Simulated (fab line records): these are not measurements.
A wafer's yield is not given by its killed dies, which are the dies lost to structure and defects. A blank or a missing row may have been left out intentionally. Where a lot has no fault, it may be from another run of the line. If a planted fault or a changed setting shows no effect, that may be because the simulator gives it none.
Tool commonality check | flow gf180mcu | Sampled: 11 lots, 33 wafers

== REASON FOR OPENING ==
2 of 11 lots carry a flag on the reading STI_CVD_03_THK at GF_STI_THK_MEAS_04. Wafers without a fault read 208.2 nm, standard deviation 1.7.
Rule: flag the lot when none of its wafers has a number, or when each of its wafers that has one lies beyond 4 standard deviations from that mean. As for the other lots, they are considered sound.

lot  | measured    | on           | STI_CVD_03_THK (nm), wafer by wafer | flag
L758 | day 1 15:11 | filmMetro-03 | 207.4 206.5 208.0                   | 
L759 | day 1 20:58 | filmMetro-03 | 208.0 209.1 206.7                   | 
L760 | day 1 23:58 | filmMetro-04 | 203.9 207.3 207.0                   | 
L762 | day 2 09:34 | filmMetro-03 | 210.0 208.7 210.3                   | 
L763 | day 2 15:34 | filmMetro-03 | 209.4 208.3 208.9                   | 
L768 | day 3 15:43 | filmMetro-02 | 208.8 206.6 208.2                   | 
L770 | day 4 01:34 | filmMetro-03 | 219.2 219.1 217.3                   | FLAGGED
L771 | day 4 06:34 | filmMetro-03 | 210.0 210.0 211.3                   | 
L772 | day 4 12:05 | filmMetro-04 | 217.6 219.5 217.5                   | FLAGGED
L776 | day 5 07:36 | filmMetro-04 | 207.6 208.1 208.6                   | 
L779 | day 5 22:49 | filmMetro-04 | 207.3 207.9 207.0                   | 
The numbers of the flagged lots are 218.4 nm on average: +10.2 nm against the usual, or +6 standard deviations.

== WHICH TOOL RAN EACH LOT ==
The record keeps 1 process step preceding the reading, out of 602 steps on the route. Every cell lists first the tool, next ch and the chambers used by the sampled wafers, and last the start.
lot  | flag    | GF_STI_CVD_03
L758 |         | lpcvd-01 ch 0, day 1 13:12
L759 |         | lpcvd-01 ch 0, day 1 18:58
L760 |         | lpcvd-01 ch 1, day 1 21:59
L762 |         | lpcvd-01 ch 0, day 2 07:34
L763 |         | lpcvd-01 ch 1, day 2 12:34
L768 |         | lpcvd-01 ch 1, day 3 13:44
L770 | FLAGGED | lpcvd-01 ch 1, day 3 23:34
L771 |         | lpcvd-02 ch 0, day 4 04:34
L772 | FLAGGED | lpcvd-01 ch 0, day 4 10:05
L776 |         | lpcvd-02 ch 0, day 5 05:37
L779 |         | lpcvd-02 ch 1, day 5 20:49
What is done by these steps:
- GF_STI_CVD_03: deposits Si3N4 from DCS/NH3, target thk 207.16 nm, time 3551 s.
- GF_STI_THK_MEAS_04

== FLAGGED OVER TOTAL, TOOL BY TOOL (the gauges that took the reading come last) ==
step               | tool         | lots run | flagged | share of the flagged lots | sound lots run after its first flagged lot
GF_STI_CVD_03      | lpcvd-01     | 8        | 2       | all                       | 0
GF_STI_CVD_03      | lpcvd-02     | 3        | 0       | none                      | -
GF_STI_THK_MEAS_04 | filmMetro-02 | 1        | 0       | none                      | -
GF_STI_THK_MEAS_04 | filmMetro-03 | 6        | 1       | some                      | 1 (L771)
GF_STI_THK_MEAS_04 | filmMetro-04 | 4        | 1       | some                      | 2 (L776,L779)

== WHAT THE TABLE PERMITS ==
Rows of the table that ran each flagged lot: 1, that is lpcvd-01 at GF_STI_CVD_03.
- lpcvd-01 at GF_STI_CVD_03 ran 8 lots, 2 of them flagged. A fault beginning between L768 (day 3 13:44), its last sound lot, and L770 (day 3 23:34), its first flagged one, fits the data. Its own readings lie more than 4 standard deviations out on every wafer of the flagged lots: pressureMtorr.
Left over: one tool, lpcvd-01 at GF_STI_CVD_03.

== WHAT WAS PUT IN BY THE SIMULATOR ==
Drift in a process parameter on lpcvd-01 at GF_STI_CVD_03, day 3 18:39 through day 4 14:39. A move of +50 in setting pressureMtorr, from 250. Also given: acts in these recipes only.
Shown lots that were struck: L770, L772. Same finding as the rule above.
